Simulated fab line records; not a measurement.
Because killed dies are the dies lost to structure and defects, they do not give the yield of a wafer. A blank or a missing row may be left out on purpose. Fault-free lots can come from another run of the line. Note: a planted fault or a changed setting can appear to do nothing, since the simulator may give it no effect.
fab line records	flow sky130	part 1 of 2: steps 1 to 42 of 43
[record] lots = 6	wafers = 18	last_day = 50
route steps=708 shown VIA2@509 METAL3@532 CAPM@537 PAD_OPEN@708
lots that met no fault: taken from a fault-free run of the same line
start_h: hours from the record's first day to the start of the lot's first wafer shown	wait_h: hours since the lot's step before	" repeats the value in the row above	L1.1+2: one row covering several wafers at once	- no value, or no start given	* or withheld: withheld	< > ~ a bound
route shown NAME@n: names a module that has steps shown in the file, with the first one's number in the route	usual: the fault-free wafers' mean and standard deviation	same: alike in all rows	chamber/n: place in a boat	sites: readings site by site	_std_site: how widely they spread, as a standard deviation	_edge_site: mean of outer sites minus mean of inner sites	radius_mm: how far each site lies from the wafer's centre	mask NAME#n: copy n	behind: the tool/chamber that last shaped the wafer	hold: cause of the lot's hold/its duration in hours/its outcome	device: whichever transistor did not switch (one of n, p or np)	end of line: the same wafers' tests at the end of the route	step lacking rows: just its recipe	killed: count of dies lost to structure and defects at first sort (not the wafer's yield)	map: a wafer's dies, x killed, . not, _ none there
set.NAME: the setting as run; set.NAME@STEP: as run at that earlier step	model.NAME: the simulator's own value behind a step, which no gauge read
lots seen at some steps along the route; tables by step, rows by wafer
services: the hour from which a tool's chamber was out of use, counted from the record's first day as start_h (under 0 if before that day), plus the number of hours and why
[[steps]]
[step SKY_VIA2_CMP_02]
[recipe] material = SiO2	down_force_psi = 4	platen_rpm = 60	pad_velocity_m_s = 0.94248
[step SKY_VIA2_BOW_MEAS_03]
[recipe] mode = bow
[usual] VIA2_BOW = 88/7.4
lot.wafer	tool	chamber	start_h	wait_h	VIA2_BOW[um]
L133.3	film_metro-02	-	814.64	0.2	85
L133.4	"	-	"	"	93
L133.6	"	-	"	"	87
L139.1	film_metro-01	-	871.41	0.1	90
L139.2	"	-	"	"	92
L139.6	"	-	"	"	89
L140.3	film_metro-03	-	872.40	0.2	91
L140.5	"	-	"	"	74
L140.6	"	-	"	"	68
L141.1	film_metro-01	-	892.57	0.3	86
L141.2	"	-	"	"	94
L141.4	"	-	"	"	87
L148.3	film_metro-02	-	954.39	0.1	103
L148.4	"	-	"	"	92
L148.6	"	-	"	"	84
L149.2	film_metro-03	-	979.56	0.3	94
L149.4	"	-	"	"	74
L149.5	"	-	"	"	90
[step SKY_VIA2_DEHYDRATE_04]
[recipe] temp_c = 200	time_s = 60
[step SKY_VIA2_HMDS_05]
[recipe] prime_time_s = 60	prime_temp_c = 120
[step SKY_VIA2_COAT_06]
[recipe] resist = BARC	temp_c = withheld	time_s = withheld	spin_rpm = 3000	resist_thk_nm = 60
[step SKY_VIA2_COAT_07]
[recipe] resist = KrF-thick	spin_rpm = 3000	resist_thk_nm = 450
[step SKY_VIA2_SOFTBAKE_08]
[recipe] temp_c = 100	time_s = 90	resist = KrF-thick
[step SKY_VIA2_EXPOSE_09]
[recipe] mask_id = VIM2	na = 0.8	source_shape = annular	sigma_inner = 0.55	sigma_outer = 0.85	target_cd_nm = 200	dose_mj = 38
[step SKY_VIA2_PEB_10]
[recipe] peb_temp_c = withheld	peb_time_s = withheld	resist = KrF-thick
[step SKY_VIA2_DEVELOP_11]
[recipe] develop_time_s = 60	resist = KrF-thick	dev_temp_c = 21.74
[step SKY_VIA2_CD_MEAS_12]
[recipe] target_cd_nm = 200
[usual] cd_nm = 199.7/1.3
lot.wafer	tool	chamber	start_h	wait_h	cd_nm
L133.3	cd_sem-02	-	841.71	-	198.8
L133.4	"	-	"	"	198.6
L133.6	"	-	"	"	198.3
L139.1	cd_sem-02	-	897.88	-	199.1
L139.2	"	-	"	"	199.3
L139.6	"	-	"	"	199.1
L140.3	cd_sem-01	-	899.07	-	200.1
L140.5	"	-	"	"	199.5
L140.6	"	-	"	"	198.8
L141.1	cd_sem-01	-	917.62	-	199.6
L141.2	"	-	"	"	200.0
L141.4	"	-	"	"	199.9
L148.3	cd_sem-02	-	978.21	-	200.5
L148.4	"	-	"	"	200.5
L148.6	"	-	"	"	201.3
L149.2	cd_sem-02	-	1002.99	-	200.8
L149.4	"	-	"	"	199.6
L149.5	"	-	"	"	198.8
[step SKY_VIA2_OVL_MEAS_13]
[usual] VIA2_OVL = -2/5.4
lot.wafer	tool	chamber	start_h	wait_h	VIA2_OVL[nm]
L133.3	overlay-01	-	841.81	0.1	0
L133.4	"	-	"	"	5
L133.6	"	-	"	"	4
L139.1	overlay-01	-	898.00	0.1	3
L139.2	"	-	"	"	-2
L139.6	"	-	"	"	-5
L140.3	overlay-02	-	899.16	0.1	-1
L140.5	"	-	"	"	-5
L140.6	"	-	"	"	-1
L141.1	overlay-02	-	917.74	0.1	4
L141.2	"	-	"	"	5
L141.4	"	-	"	"	7
L148.3	overlay-01	-	978.30	0.1	0
L148.4	"	-	"	"	1
L148.6	"	-	"	"	5
L149.2	overlay-02	-	1003.09	0.1	-3
L149.4	"	-	"	"	-7
L149.5	"	-	"	"	3
[step SKY_VIA2_ETCH_14]
[recipe] chemistry = N2/H2	target = BARC	ion_energy_ev = 200	source_w = 500	bias_w = 100	pressure_mtorr = 30	n2_flow_sccm = 100	h2_flow_sccm = 200	stop_on = SiO2	time_s = 45.9	target_depth_a = 600
[usual] drypump_motor_current_A = 5.74/0.25	oes_product_au = 0.855/0.0045	throttle_valve_pct = 13.225/0.0099
lot.wafer	tool	chamber	start_h	wait_h	drypump_motor_current_A	oes_product_au	rf_hours_counter_h	throttle_valve_pct
L133.3	rie_diel-02	0	841.83	0.0	5.60	0.862	26	13.221
L133.4	"	1	"	"	5.89	0.858	12	13.235
L133.6	"	0	"	"	5.60	0.866	-	13.229
L139.1	rie_diel-03	1	898.04	0.0	5.86	0.856	17	13.225
L139.2	"	2	"	"	5.43	0.856	17	13.218
L139.6	"	1	"	"	5.83	0.859	-	13.230
L140.3	rie_diel-02	2	899.21	0.0	5.54	0.857	-	13.228
L140.5	"	2	"	"	5.55	0.865	-	13.216
L140.6	"	1	"	"	5.86	0.851	-	13.230
L141.1	rie_diel-03	2	917.78	0.0	5.41	0.857	18	13.232
L141.2	"	3	"	"	5.90	0.852	11	13.227
L141.4	"	0	"	"	5.63	0.853	10	13.222
L148.3	rie_diel-02	2	978.32	0.0	5.55	0.853	13	13.206
L148.4	"	0	"	"	5.60	0.855	2	13.211
L148.6	"	0	"	"	5.64	0.849	-	13.228
L149.2	rie_diel-03	1	1003.12	0.0	5.85	0.855	20	13.224
L149.4	"	2	"	"	5.41	0.854	20	13.231
L149.5	"	3	"	"	5.93	0.855	-	13.239
[step SKY_VIA2_ETCH_15]
[recipe] target = SiO2	chemistry = C4F8/O2/Ar	target_depth_nm = 546	stop_on = TiN	mask_material = KrF-thick	source_w = 1500	bias_w = 1200	pressure_mtorr = 40	c4f8_flow_sccm = withheld	O2_flow_sccm = 6	Ar_flow_sccm = 300	time_s = 84
[step SKY_VIA2_STRIP_16]
[recipe] chemistry = O2/N2	power_w = 1400	pressure_mtorr = 1500	platen_temp_c = withheld	o2_flow_sccm = 3000	n2_flow_sccm = 300	overash_fraction = 0.5
[usual] drypump_motor_current_A = 5.5/0.32	oes_product_au = 0.398/0.0044	strip_time_to_endpoint_s = 4.047/0.021
lot.wafer	tool	chamber	start_h	wait_h	drypump_motor_current_A	oes_product_au	rf_hours_counter_h	strip_time_to_endpoint_s
L133.3	plasma_asher-04	1	841.97	0.1	5.3	0.398	-	4.006
L133.4	"	0	"	"	5.5	0.396	-	4.041
L133.6	"	1	"	"	5.2	0.392	-	4.028
L139.1	plasma_asher-03	1	898.14	0.0	5.7	0.392	104	4.056
L139.2	"	0	"	"	5.8	0.394	104	4.036
L139.6	"	0	"	"	5.8	0.399	-	4.067
L140.3	plasma_asher-04	0	899.38	0.1	5.6	0.397	-	4.062
L140.5	"	0	"	"	5.5	0.411	-	4.081
L140.6	"	1	"	"	5.3	0.408	-	4.044
L141.1	plasma_asher-01	1	917.89	0.0	4.9	0.391	15	4.054
L141.2	"	0	"	"	5.6	0.395	15	4.070
L141.4	"	1	"	"	4.9	0.398	-	4.066
L148.3	plasma_asher-04	1	978.46	0.1	5.3	0.405	-	4.042
L148.4	"	0	"	"	5.5	0.399	-	4.014
L148.6	"	0	"	"	5.5	0.400	-	4.024
L149.2	plasma_asher-03	0	1003.23	0.0	5.9	0.397	115	4.052
L149.4	"	0	"	"	5.9	0.400	-	4.052
L149.5	"	0	"	"	5.9	0.397	-	4.018
[step SKY_VIA2_STRIP_17]
[recipe] chemistry = post_etch_residue_remover	time_s = 1200	temp_c = 72.5
[step SKY_VIA2_CLEAN_18]
[recipe] chemistry = IPA	time_s = 180	temp_c = 25
[step SKY_VIA2_CLEAN_19]
[recipe] chemistry = O3/DIW	dry = n2_spin
[step SKY_VIA2_SPUTTER_20]
[recipe] material = TiN	target_thk_nm = 20	chamber_pressure_pa = 5	power_w = 4000	time_s = 80
[step SKY_VIA2_CVD_21]
[recipe] material = W	target_thk_nm = 420	time_s = 126.4	temp_c = 400	pressure_torr = 40
[usual] heater_power_w = 890/98	susceptor_temp_C = 399.98/0.21
lot.wafer	tool	chamber	start_h	wait_h	heater_power_w	susceptor_temp_C
L133.3	cvd_w-01	1	842.78	0.1	967	400.20
L133.4	"	0	"	"	882	400.09
L133.6	"	0	"	"	868	400.42
L139.1	cvd_w-02	0	898.86	0.0	747	399.99
L139.2	"	1	"	"	980	399.78
L139.6	"	1	"	"	990	399.62
L140.3	cvd_w-01	0	900.38	0.1	857	400.15
L140.5	"	0	"	"	881	400.20
L140.6	"	1	"	"	1009	400.16
L141.1	cvd_w-02	0	918.54	0.0	742	400.25
L141.2	"	1	"	"	882	400.03
L141.4	"	1	"	"	898	399.98
L148.3	cvd_w-02	0	979.13	0.1	733	399.88
L148.4	"	1	"	"	913	399.87
L148.6	"	1	"	"	914	399.57
L149.2	cvd_w-01	0	1003.89	0.0	866	399.60
L149.4	"	0	"	"	881	399.77
L149.5	"	0	"	"	864	399.96
[step SKY_VIA2_RS_MEAS_22]
[recipe] thk_meas_gauge = four-point-probe	reads = W_of_VIA2_CVD_21+TiN_of_VIA2_SPUTTER_20
[usual] VIA2_W_RS = 0.272/0.0033
lot.wafer	tool	chamber	start_h	wait_h	VIA2_W_RS[ohm/sq]
L133.3	film_metro-01	-	842.91	0.1	0.267
L133.4	"	-	"	"	0.277
L133.6	"	-	"	"	0.275
L139.1	film_metro-03	-	898.99	0.1	0.269
L139.2	"	-	"	"	0.275
L139.6	"	-	"	"	0.275
L140.3	film_metro-02	-	900.51	0.1	0.271
L140.5	"	-	"	"	0.272
L140.6	"	-	"	"	0.271
L141.1	film_metro-02	-	918.67	0.1	0.266
L141.2	"	-	"	"	0.273
L141.4	"	-	"	"	0.277
L148.3	film_metro-02	-	979.26	0.1	0.272
L148.4	"	-	"	"	0.280
L148.6	"	-	"	"	0.278
L149.2	film_metro-01	-	1004.04	0.1	0.271
L149.4	"	-	"	"	0.272
L149.5	"	-	"	"	0.271
[step SKY_VIA2_THK_MEAS_23]
[recipe] thk_meas_gauge = xrf	reads = W_of_VIA2_CVD_21
[usual] VIA2_W_THK = 435/6.9
lot.wafer	tool	chamber	start_h	wait_h	VIA2_W_THK[nm]
L133.3	film_metro-01	-	843.01	0.1	443
L133.4	"	-	"	"	429
L133.6	"	-	"	"	433
L139.1	film_metro-03	-	899.11	0.1	443
L139.2	"	-	"	"	431
L139.6	"	-	"	"	436
L140.3	film_metro-02	-	900.61	0.1	428
L140.5	"	-	"	"	428
L140.6	"	-	"	"	431
L141.1	film_metro-02	-	918.79	0.1	431
L141.2	"	-	"	"	425
L141.4	"	-	"	"	418
L148.3	film_metro-02	-	979.36	0.1	434
L148.4	"	-	"	"	416
L148.6	"	-	"	"	419
L149.2	film_metro-01	-	1004.15	0.1	435
L149.4	"	-	"	"	435
L149.5	"	-	"	"	432
[step SKY_VIA2_CMP_24]
[recipe] stop_on = SiO2	t_overpolish_s = 20	down_force_psi = 3.5	platen_rpm = 60	target_thk_nm = 0	pad_velocity_m_s = 0.94248
[step SKY_METAL3_SPUTTER_00]
[recipe] material = Ti	target_thk_nm = 15	power_w = 3000	time_s = 10	chamber_pressure_pa = 0.4
[usual] throttle_valve_pct = 30.3/1.5
lot.wafer	tool	chamber	start_h	wait_h	throttle_valve_pct
L133.3	pvd_sputter-02	-	843.35	0.2	31.6
L133.4	"	-	"	"	28.5
L133.6	"	-	"	"	28.4
L139.1	pvd_sputter-02	-	899.47	0.2	28.5
L139.2	"	-	"	"	31.6
L139.6	"	-	"	"	31.7
L140.3	pvd_sputter-03	-	900.95	0.1	29.2
L140.5	"	-	"	"	27.5
L140.6	"	-	"	"	29.5
L141.1	pvd_sputter-01	-	919.15	0.1	31.3
L141.2	"	-	"	"	29.7
L141.4	"	-	"	"	29.5
L148.3	pvd_sputter-03	-	979.70	0.2	28.8
L148.4	"	-	"	"	27.4
L148.6	"	-	"	"	27.5
L149.2	pvd_sputter-02	-	1004.50	0.1	31.9
L149.4	"	-	"	"	28.4
L149.5	"	-	"	"	31.1
[step SKY_METAL3_SPUTTER_01]
[recipe] material = TiN	target_thk_nm = 20	power_w = 6500	time_s = 16.7	chamber_pressure_pa = 0.4
[usual] throttle_valve_pct = 30.2/1.5
lot.wafer	tool	chamber	start_h	wait_h	throttle_valve_pct
L133.3	pvd_sputter-02	-	843.37	0.0	31.6
L133.4	"	-	"	"	28.4
L133.6	"	-	"	"	28.3
L139.1	pvd_sputter-02	-	899.49	0.0	28.6
L139.2	"	-	"	"	31.6
L139.6	"	-	"	"	31.5
L140.3	pvd_sputter-03	-	900.97	0.0	29.4
L140.5	"	-	"	"	27.3
L140.6	"	-	"	"	29.4
L141.1	pvd_sputter-01	-	919.17	0.0	31.1
L141.2	"	-	"	"	29.6
L141.4	"	-	"	"	29.4
L148.3	pvd_sputter-03	-	979.72	0.0	29.1
L148.4	"	-	"	"	27.6
L148.6	"	-	"	"	27.5
L149.2	pvd_sputter-02	-	1004.53	0.0	32.0
L149.4	"	-	"	"	28.3
L149.5	"	-	"	"	31.1
[step SKY_METAL3_SPUTTER_02]
[recipe] material = AlCu	target_thk_nm = 735	power_w = 10720	time_s = 39.1	chamber_pressure_pa = 0.4
[usual] throttle_valve_pct = 30.2/1.5
lot.wafer	tool	chamber	start_h	wait_h	throttle_valve_pct
L133.3	pvd_sputter-02	-	843.39	0.0	31.7
L133.4	"	-	"	"	28.4
L133.6	"	-	"	"	28.7
L139.1	pvd_sputter-02	-	899.51	0.0	28.6
L139.2	"	-	"	"	31.8
L139.6	"	-	"	"	31.6
L140.3	pvd_sputter-03	-	901.00	0.0	29.2
L140.5	"	-	"	"	27.5
L140.6	"	-	"	"	29.2
L141.1	pvd_sputter-01	-	919.20	0.0	31.4
L141.2	"	-	"	"	29.7
L141.4	"	-	"	"	29.8
L148.3	pvd_sputter-03	-	979.75	0.0	28.8
L148.4	"	-	"	"	27.2
L148.6	"	-	"	"	27.5
L149.2	pvd_sputter-02	-	1004.55	0.0	31.8
L149.4	"	-	"	"	28.8
L149.5	"	-	"	"	31.3
[step SKY_METAL3_SPUTTER_03]
[recipe] material = Ti	target_thk_nm = 5	power_w = 3000	time_s = 3.3	chamber_pressure_pa = 0.4
[step SKY_METAL3_SPUTTER_04]
[recipe] material = TiN	target_thk_nm = 70	power_w = 6500	time_s = 58.3	chamber_pressure_pa = 0.4
[step SKY_CAPM_CVD_00]
[recipe] material = SiO2	target_thk_nm = 15.5	temp_c = 400	time_s = withheld	rf_w = 450
[step SKY_CAPM_THK_MEAS_01]
[recipe] reads = SiO2_of_CAPM_CVD_00
[usual] CAPM_CVD_00_THK = 15.47/0.24
lot.wafer	tool	chamber	start_h	wait_h	CAPM_CVD_00_THK[nm]
L133.3	film_metro-04	-	843.58	-	15.79
L133.4	"	-	"	"	15.68
L133.6	"	-	"	"	15.41
L139.1	film_metro-01	-	899.64	-	15.39
L139.2	"	-	"	"	15.44
L139.6	"	-	"	"	15.58
L140.3	film_metro-04	-	901.15	-	15.40
L140.5	"	-	"	"	15.53
L140.6	"	-	"	"	15.89
L141.1	film_metro-01	-	919.33	-	15.11
L141.2	"	-	"	"	15.48
L141.4	"	-	"	"	15.09
L148.3	film_metro-03	-	979.89	-	15.51
L148.4	"	-	"	"	15.85
L148.6	"	-	"	"	15.40
L149.2	film_metro-01	-	1004.69	-	15.26
L149.4	"	-	"	"	15.42
L149.5	"	-	"	"	15.38
[step SKY_CAPM_SPUTTER_02]
[recipe] material = TiN	target_thk_nm = 200	temp_c = 300	power_w = 6500	time_s = 166.7	chamber_pressure_pa = 0.4
[step SKY_CAPM_RS_MEAS_03]
[recipe] thk_meas_gauge = four-point-probe	reads = TiN_of_CAPM_SPUTTER_02
[usual] CAPM_TIN_RS = 6.90/0.092
lot.wafer	tool	chamber	start_h	wait_h	CAPM_TIN_RS[ohm/sq]
L133.3	film_metro-03	-	843.77	0.1	6.92
L133.4	"	-	"	"	6.94
L133.6	"	-	"	"	6.83
L139.1	film_metro-03	-	899.81	0.1	6.96
L139.2	"	-	"	"	6.82
L139.6	"	-	"	"	6.90
L140.3	film_metro-01	-	901.34	0.1	6.96
L140.5	"	-	"	"	6.95
L140.6	"	-	"	"	6.90
L141.1	film_metro-01	-	919.49	0.1	6.99
L141.2	"	-	"	"	6.96
L141.4	"	-	"	"	6.92
L148.3	film_metro-04	-	980.08	0.1	6.89
L148.4	"	-	"	"	6.87
L148.6	"	-	"	"	6.80
L149.2	film_metro-04	-	1004.87	0.1	6.90
L149.4	"	-	"	"	6.88
L149.5	"	-	"	"	6.92
[step SKY_CAPM_THK_MEAS_04]
[recipe] thk_meas_gauge = xrf	reads = TiN_of_CAPM_SPUTTER_02
[usual] CAPM_TIN_THK = 198/3.2
lot.wafer	tool	chamber	start_h	wait_h	CAPM_TIN_THK[nm]
L133.3	film_metro-03	-	843.87	0.1	196
L133.4	"	-	"	"	196
L133.6	"	-	"	"	198
L139.1	film_metro-03	-	899.93	0.1	196
L139.2	"	-	"	"	200
L139.6	"	-	"	"	197
L140.3	film_metro-01	-	901.44	0.1	195
L140.5	"	-	"	"	195
L140.6	"	-	"	"	197
L141.1	film_metro-01	-	919.61	0.1	193
L141.2	"	-	"	"	193
L141.4	"	-	"	"	195
L148.3	film_metro-04	-	980.18	0.1	199
L148.4	"	-	"	"	199
L148.6	"	-	"	"	201
L149.2	film_metro-04	-	1004.98	0.1	199
L149.4	"	-	"	"	199
L149.5	"	-	"	"	198
[step SKY_CAPM_DEHYDRATE_05]
[recipe] temp_c = 200	time_s = 60
[step SKY_CAPM_HMDS_06]
[recipe] prime_time_s = 60	prime_temp_c = 120
[step SKY_CAPM_COAT_07]
[recipe] resist = NOVOLAK	spin_rpm = 3000	resist_thk_nm = 1140
[step SKY_CAPM_SOFTBAKE_08]
[recipe] temp_c = 90	time_s = 60	resist = NOVOLAK
[step SKY_CAPM_EXPOSE_09]
[recipe] mask_id = CAPM	na = 0.6	source_shape = conventional	sigma_outer = 0.6	polarization = unpolarized	target_cd_nm = 1000	dose_mj = 159
[step SKY_CAPM_PEB_10]
[recipe] temp_c = withheld	time_s = *	resist = NOVOLAK
[step SKY_CAPM_DEVELOP_11]
[recipe] resist = NOVOLAK	developer = TMAH	develop_time_s = 60	dev_temp_c = 23
[step SKY_CAPM_OVL_MEAS_12]
[usual] CAPM_OVL = 0.9/1.3
lot.wafer	tool	chamber	start_h	wait_h	CAPM_OVL[nm]
L133.3	overlay-02	-	869.65	0.1	-0.6
L133.4	"	-	"	"	-0.9
L133.6	"	-	"	"	-0.3
L139.1	overlay-01	-	925.04	0.1	0.9
L139.2	"	-	"	"	-0.6
L139.6	"	-	"	"	0.7
L140.3	overlay-01	-	925.95	0.1	0.7
L140.5	"	-	"	"	1.6
L140.6	"	-	"	"	0.9
L141.1	overlay-02	-	943.27	0.1	0.1
L141.2	"	-	"	"	-1.8
L141.4	"	-	"	"	-0.3
L148.3	overlay-02	-	1003.28	0.1	1.6
L148.4	"	-	"	"	-0.6
L148.6	"	-	"	"	1.5
L149.2	overlay-02	-	1027.17	0.1	-0.2
L149.4	"	-	"	"	-0.5
L149.5	"	-	"	"	-1.1
[step SKY_CAPM_METAL_ETCH_13]
[recipe] target_depth_nm = 220	stop_on = SiO2	chemistry = Cl2/BCl3	target = TiN	pressure_mtorr = 10	icp_w = 900	bias_w = 48.5	Cl2_flow_sccm = 60	bcl3_flow_sccm = 30	time_s = 62.9
